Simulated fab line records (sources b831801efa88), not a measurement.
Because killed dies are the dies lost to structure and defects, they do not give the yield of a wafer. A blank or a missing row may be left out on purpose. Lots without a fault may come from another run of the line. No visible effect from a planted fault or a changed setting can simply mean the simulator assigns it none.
Chamber matching / flow sky130 / SKY_POLY_GATE_ETCH_16 on rie_diel-03 has 4 sister chambers
The step etches Si3N4 in CH3F/O2, stops on poly-Si, time 147.5 s, target depth 75 nm. 4 wafers are shown with their chamber, then 7 later ones without.

## EACH WAFER AND ITS CHAMBER
wafer=L155.5; chamber=3; drypump_motor_current_A (A)=5.91
wafer=L160.6; chamber=0; drypump_motor_current_A (A)=5.68
wafer=L164.1; chamber=1; drypump_motor_current_A (A)=6.22
wafer=L164.3; chamber=2; drypump_motor_current_A (A)=5.94

## WAFERS MISSING THEIR CHAMBER
wafer=L164.6; drypump_motor_current_A (A)=5.89
wafer=L167.3; drypump_motor_current_A (A)=6.25
wafer=L167.5; drypump_motor_current_A (A)=5.65
wafer=L167.6; drypump_motor_current_A (A)=5.92
wafer=L172.1; drypump_motor_current_A (A)=5.92
wafer=L172.4; drypump_motor_current_A (A)=6.24
wafer=L172.6; drypump_motor_current_A (A)=5.89

## EACH ONE'S CHAMBER
wafer=L164.6; from the rows above=can't be placed: 3 or 2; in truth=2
wafer=L167.3; from the rows above=1; in truth=1
wafer=L167.5; from the rows above=0; in truth=0
wafer=L167.6; from the rows above=can't be placed: 3 or 2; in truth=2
wafer=L172.1; from the rows above=can't be placed: 3 or 2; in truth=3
wafer=L172.4; from the rows above=1; in truth=1
wafer=L172.6; from the rows above=can't be placed: 3 or 2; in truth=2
Correct placement for 3 of the 7. Not placeable from these rows: 4 (in 4, the candidates include the true chamber). 0 placed wrongly.
How it was worked out, from the rows above alone: a wafer's distance from a chamber is the root of the sum, over the readings, of the square of ((its reading less the chamber's mean) divided by the reading's scatter). If the next closest chamber is less than 2 further off than the closest, the wafer can't be placed; otherwise it belongs to the closest. The mean given for a chamber averages the wafers shown for that chamber. The scatter (one wafer shown for each chamber): square how far every hidden wafer sits from the nearest shown wafer, average those squares and take the square root.
